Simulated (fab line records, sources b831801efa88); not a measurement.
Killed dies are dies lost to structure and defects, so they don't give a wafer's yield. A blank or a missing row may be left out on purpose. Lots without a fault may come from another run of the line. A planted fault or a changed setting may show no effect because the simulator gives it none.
A struck lot beside a sound one | flow sky130 | 34 steps out of a route of 708
Sound: wafers L681.2, L681.4, L681.6. Struck: wafer L692.2. (L692.3 of the same lot was not struck and is left out.) The cause comes at the end.
At each step with rows: each side's tool, then ch and its chambers, then its first start. Under that, the readings that differ: sound wafers | struck wafers | difference of the means | sigmas: that difference in standard deviations of wafers without a fault.
alike: readings whose means differ by less than 2 such deviations, and words and numbers that are the same on both sides. not compared: withheld readings, readings that some wafer has no value for, bounds like >300 that may hide the same value, and numbers for which the record gives no deviation and whose values overlap.
The two part at a step that has a row with sigmas, a row that says differs or no value, or rows on one side only. Numbers that don't overlap but have no deviation are shown without sigmas and don't part them. A reading that every wafer of one side lacks parts them only if that side has two wafers or more.

first, 5 steps without rows for these wafers: SKY_METAL5_SOFTBAKE_10 (time 60 s); SKY_METAL5_EXPOSE_11 (exposes mask MM5, target cd 1600 nm); SKY_METAL5_PEB_12; SKY_METAL5_DEVELOP_13 (develop time 60 s); SKY_METAL5_DESCUM_14 (chemistry O2, time 11 s).
SKY_METAL5_METAL_ETCH_15: etches the open film in Cl2/BCl3, stops on SiO2, target depth 1260 nm, time 252 s.
  sound on rie_metal-01 ch 0,1, day 44 20:40; struck on rie_metal-03 ch 0, day 47 08:49
  alike: drypump_motor_current_A, oes_product_au, rf_fwd_power_W, throttle_valve_pct
  not compared: rf_hours_counter_h
SKY_METAL5_STRIP_16: strips in O2/N2.
  sound on plasma_asher-02 ch 0, day 44 20:55; struck on plasma_asher-04 ch 1, day 47 09:12
  alike: drypump_motor_current_A, oes_product_au, strip_time_to_endpoint_s
  not compared: rf_hours_counter_h
then, 3 steps without rows for these wafers: SKY_METAL5_STRIP_17 (strips in post etch residue remover, time 1200 s); SKY_METAL5_CLEAN_18 (cleans in IPA, time 180 s); SKY_METAL5_CLEAN_19 (cleans in O3/DIW).
SKY_PASSIVATION_CVD_00: deposits SiO2, target thk 90 nm.
  sound on pecvd-03 ch 0,1, day 44 21:31; struck on pecvd-02 ch 0, day 47 10:00
  reading            | sound       | struck | difference | sigmas
  heater_power_w (W) | 786 791 879 | 540    | -279       | -2
  alike: rf_fwd_power_W
SKY_PASSIVATION_THK_MEAS_01:
  sound on film_metro-04, day 44 21:33; struck on film_metro-04, day 47 10:02
  alike: PASSIVATION_CVD_00_THK
SKY_PASSIVATION_CVD_02: deposits Si3N4, target thk 540 nm.
  sound on pecvd-03 ch 0,2, day 44 21:36; struck on pecvd-03 ch 1, day 47 10:05
  reading                                       | sound             | struck | difference | sigmas
  model.Si3N4_of_PASSIVATION_CVD_02.thk_nm (nm) | 533.8 538.3 542.1 | 543.3  | +5.2       |
  alike: heater_power_w, rf_fwd_power_W
SKY_PASSIVATION_THK_MEAS_03:
  sound on film_metro-04, day 44 21:50; struck on film_metro-04, day 47 10:19
  alike: PASSIVATION_CVD_02_THK
then, 7 steps without rows for these wafers: SKY_PASSIVATION_DEHYDRATE_04 (time 60 s); SKY_PASSIVATION_HMDS_05 (prime time 60 s); SKY_PASSIVATION_COAT_06 (resist thk 3000 nm); SKY_PASSIVATION_SOFTBAKE_07; SKY_PASSIVATION_EXPOSE_08 (exposes mask NSM, target cd 3000 nm); SKY_PASSIVATION_PEB_09; SKY_PASSIVATION_DEVELOP_10 (develop time 60 s).
SKY_PASSIVATION_ETCH_11: etches the open film in CF4/O2, stops on AlCu, target depth 725 nm, time 161.1 s.
  sound on rie_diel-03 ch 2,3, day 45 19:07; struck on rie_diel-03 ch 1, day 48 04:58
  alike: drypump_motor_current_A, oes_product_au, rf_fwd_power_W, throttle_valve_pct
  not compared: rf_hours_counter_h, model.PASSIVATION.feature_depth_nm, model.etch.depth_nm
SKY_PASSIVATION_STRIP_12: strips in O2/N2.
  sound on plasma_asher-03 ch 0,1, day 45 19:14; struck on plasma_asher-03 ch 0, day 48 05:05
  alike: drypump_motor_current_A, oes_product_au, strip_time_to_endpoint_s
  not compared: rf_hours_counter_h
then, 7 steps without rows for these wafers: SKY_PAD_OPEN_DEHYDRATE_00 (time 60 s); SKY_PAD_OPEN_HMDS_01 (prime time 60 s); SKY_PAD_OPEN_COAT_02 (resist thk 3000 nm); SKY_PAD_OPEN_SOFTBAKE_03; SKY_PAD_OPEN_EXPOSE_04 (exposes mask PDM, target cd 60000 nm); SKY_PAD_OPEN_PEB_05; SKY_PAD_OPEN_DEVELOP_06 (develop time 60 s).
SKY_PAD_OPEN_ETCH_07: etches the open film in CF4/O2, stops on AlCu, target depth 725 nm, time 161.1 s.
  sound on rie_diel-02 ch 0,1,3, day 46 16:19; struck on rie_diel-03 ch 1, day 48 23:07
  alike: drypump_motor_current_A, oes_product_au, rf_fwd_power_W, throttle_valve_pct
  not compared: rf_hours_counter_h, model.PAD_OPEN.feature_depth_nm, model.etch.depth_nm
SKY_PAD_OPEN_STRIP_08: strips in O2/N2.
  sound on plasma_asher-04 ch 0,1, day 46 16:25; struck on plasma_asher-01 ch 1, day 48 23:13
  alike: drypump_motor_current_A, oes_product_au
  not compared: rf_hours_counter_h
SKY_PAD_OPEN_STRIP_09: strips in post etch residue remover, time 1200 s.
  sound on wet_bench-03 ch 1, day 46 16:31; struck on wet_bench-04 ch 3, day 48 23:19
  reading                                       | sound             | struck | difference | sigmas
  model.Si3N4_of_PASSIVATION_CVD_02.thk_nm (nm) | 533.4 537.9 541.7 | 543    | +5         |
then, 1 step without rows for these wafers: SKY_PAD_OPEN_CLEAN_10 (cleans in IPA, time 180 s).

WHERE THEY PART
Only at SKY_PASSIVATION_CVD_00, within this record. Later steps at which nothing parts them and some readings are alike: SKY_PASSIVATION_THK_MEAS_01, SKY_PASSIVATION_CVD_02, SKY_PASSIVATION_THK_MEAS_03, SKY_PASSIVATION_ETCH_11, SKY_PASSIVATION_STRIP_12, SKY_PAD_OPEN_ETCH_07, SKY_PAD_OPEN_STRIP_08.

WHY: what the simulator had put in
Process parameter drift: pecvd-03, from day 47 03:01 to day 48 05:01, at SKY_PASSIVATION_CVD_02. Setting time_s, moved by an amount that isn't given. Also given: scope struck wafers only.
